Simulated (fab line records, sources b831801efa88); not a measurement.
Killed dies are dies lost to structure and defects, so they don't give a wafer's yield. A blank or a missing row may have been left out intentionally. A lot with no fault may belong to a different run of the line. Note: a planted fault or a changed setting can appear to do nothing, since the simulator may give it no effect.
Which tool was responsible?	flow sky130	15 lots with 45 wafers sampled at 4 steps, on a route of 708 steps

WHAT EACH GAUGE READ, for each wafer
SKY_VIA2_BOW_MEAS_03.
lot	measured	on	VIA2_BOW (um)
L991	day 35 18:40	filmMetro-03	93 84 80
L992	day 35 20:47	filmMetro-04	84 86 94
L993	day 35 21:44	filmMetro-04	92 91 82
L996	day 36 19:02	filmMetro-02	80 93 81
L997	day 37 01:30	filmMetro-02	78 69 68
L998	day 37 10:48	filmMetro-04	84 88 93
L999	day 37 19:46	filmMetro-02	82 82 83
L100	day 38 01:54	filmMetro-02	96 90 95
L105	day 39 11:19	filmMetro-04	79 83 87
L106	day 39 17:33	filmMetro-02	85 88 87
L107	day 40 04:04	filmMetro-02	99 84 96
L110	day 41 06:02	filmMetro-04	94 88 89
L112	day 42 04:21	filmMetro-03	91 95 91
L113	day 42 04:28	filmMetro-04	69 83 89
L114	day 42 20:02	filmMetro-02	95 85 89

TOOL THAT RAN EACH LOT (tool first, then ch and the chambers of the sampled wafers, then the start)
lot	SKY_VT_ADJUST_HVTP_EXPOSE_04	SKY_METAL1_DESCUM_17	SKY_VIA1_ETCH_15
L991	ilineStepper-02 ch 0, day 5 23:10	rieMetal-04 ch 0, day 33 11:37	rieDiel-02 ch 1,2,3, day 34 14:44
L992	ilineStepper-02 ch 0, day 6 00:55	rieMetal-02 ch 0,1, day 33 13:15	rieDiel-02 ch 2,3, day 34 16:59
L993	ilineStepper-02 ch 0, day 6 05:51	rieMetal-03 ch 1, day 33 13:36	rieDiel-04 ch 2,3, day 34 17:20
L996	ilineStepper-01 ch 0, day 6 22:14	rieMetal-04 ch 0,1, day 34 11:44	rieDiel-03 ch 0,3, day 35 13:47
L997	ilineStepper-02 ch 0, day 7 05:04	rieMetal-03 ch 0,1, day 34 17:29	rieDiel-04 ch 1,2,3, day 35 20:11
L998	ilineStepper-02, day 7 12:05	rieMetal-04 ch 0,1, day 35 02:53	rieDiel-04 ch 1,2,3, day 36 05:53
L999	ilineStepper-02, day 7 19:22	rieMetal-02 ch 0,1, day 35 11:30	rieDiel-04 ch 0,1,2, day 36 15:32
L100	ilineStepper-02, day 8 01:11	rieMetal-02 ch 0,1, day 35 17:44	rieDiel-02 ch 0,3, day 36 21:11
L105	ilineStepper-02 ch 0, day 9 06:13	rieMetal-04 ch 0,1, day 37 05:15	rieDiel-02 ch 0,1,2, day 38 07:44
L106	ilineStepper-02 ch 0, day 9 14:08	rieMetal-03 ch 0,1, day 37 10:54	rieDiel-02 ch 0,2,3, day 38 14:08
L107	ilineStepper-02 ch 0, day 9 19:15	rieMetal-02 ch 0,1, day 37 20:57	rieDiel-02 ch 0,1,2, day 38 23:38
L110	ilineStepper-01 ch 0, day 10 19:22	rieMetal-04 ch 0,1, day 39 00:58	rieDiel-03 ch 0,2,3, day 40 03:17
L112	ilineStepper-01 ch 0, day 11 03:53	rieMetal-02 ch 0,1, day 39 22:42	rieDiel-04 ch 0,1, day 40 23:53
L113	ilineStepper-01 ch 0, day 11 09:44	rieMetal-02 ch 0,1, day 40 00:29	rieDiel-03 ch 0,2, day 41 01:59
L114	ilineStepper-01 ch 0, day 12 16:14	rieMetal-03 ch 1, day 40 15:55	rieDiel-03 ch 1,2, day 41 17:05
- SKY_VT_ADJUST_HVTP_EXPOSE_04: exposes mask HVTPM, target cd 380 nm.
- SKY_METAL1_DESCUM_17: chemistry O2, time 8 s.
- SKY_VIA1_ETCH_15: etches SiO2 in C4F8/O2/Ar, stops on TiN, target depth 351 nm, time 54 s.

AS READ BY THE TOOLS THEMSELVES (means over the sampled wafers that have a number; for cases with no such wafer, the mark the record gives instead)
SKY_VT_ADJUST_HVTP_EXPOSE_04.
lot	tool	exposureDoseMJCm2	focusOffsetNm (nm)
L991	ilineStepper-02	141.3	-0.5
L992	ilineStepper-02	141.3	-0.6
L993	ilineStepper-02	141.2	0.5
L996	ilineStepper-01	139.8	0.0
L997	ilineStepper-02	141.2	0.2
L998	ilineStepper-02	-	-
L999	ilineStepper-02	-	-
L100	ilineStepper-02	-	-
L105	ilineStepper-02	141.3	0.3
L106	ilineStepper-02	141.3	0.1
L107	ilineStepper-02	141.3	0.6
L110	ilineStepper-01	140.0	0.4
L112	ilineStepper-01	140.1	-0.3
L113	ilineStepper-01	139.9	0.5
L114	ilineStepper-01	139.9	0.4

SKY_METAL1_DESCUM_17.
lot	tool	drypumpMotorCurrentA (A)	oesProductAu (a.u.)	rfFwdPowerW (W)
L991	rieMetal-04	6.6	0.998	147.8
L992	rieMetal-02	4.9	0.995	146.6
L993	rieMetal-03	5.3	1.012	148.3
L996	rieMetal-04	6.5	1.007	146.6
L997	rieMetal-03	5.4	1.025	147.6
L998	rieMetal-04	6.4	0.991	146.7
L999	rieMetal-02	4.9	0.998	147.1
L100	rieMetal-02	4.9	0.997	147.3
L105	rieMetal-04	6.3	0.999	146.9
L106	rieMetal-03	5.4	1.018	148.0
L107	rieMetal-02	4.9	0.990	147.4
L110	rieMetal-04	6.3	0.998	147.1
L112	rieMetal-02	4.9	0.980	146.7
L113	rieMetal-02	4.9	0.986	147.2
L114	rieMetal-03	5.3	1.019	148.3

SKY_VIA1_ETCH_15.
lot	tool	oesProductAu (a.u.)	rfFwdPowerW (W)
L991	rieDiel-02	0.976	1488
L992	rieDiel-02	0.976	1479
L993	rieDiel-04	0.986	1494
L996	rieDiel-03	0.984	1490
L997	rieDiel-04	0.986	1489
L998	rieDiel-04	0.987	1491
L999	rieDiel-04	0.983	1489
L100	rieDiel-02	0.986	1483
L105	rieDiel-02	0.975	1486
L106	rieDiel-02	0.984	1484
L107	rieDiel-02	0.978	1490
L110	rieDiel-03	0.987	1488
L112	rieDiel-04	0.983	1490
L113	rieDiel-03	0.979	1488
L114	rieDiel-03	0.983	1485

THE ANSWER, worked out from the rows above alone
Rule: the usual values come from the lots themselves. The widest of any qualifying gaps counts: lots, ordered by their means at a reading, are off when they make up no more than a third of the lots, leave a main group of 4 or more, and stand apart from it by 3 or more times the standard deviation of that group's means. The tables above print the reading to a certain number of digits; a main group whose means all agree to those digits is not used. A lot without any number at a reading at which 4 lots or more have one is off too. All remaining lots with rows at the step are treated as sound. The gauges are gone through in route order, then the tools' own readings, and for those a lot's mean is taken as printed above. At the first step where some lot is off, the reading lying furthest off is the one used; lots without a number count as furthest.
Off at SKY_VT_ADJUST_HVTP_EXPOSE_04 (exposureDoseMJCm2): L998, L999, L100. Without a number there: L998, L999, L100. The main group has a mean of 140.7 with a standard deviation of 0.66.
A tool fits if, at that step or a process step before it, it ran every lot that is off, and no sound lot after the first of them. Of those tried, none fits.

WHAT THE SIMULATOR HAD INSERTED
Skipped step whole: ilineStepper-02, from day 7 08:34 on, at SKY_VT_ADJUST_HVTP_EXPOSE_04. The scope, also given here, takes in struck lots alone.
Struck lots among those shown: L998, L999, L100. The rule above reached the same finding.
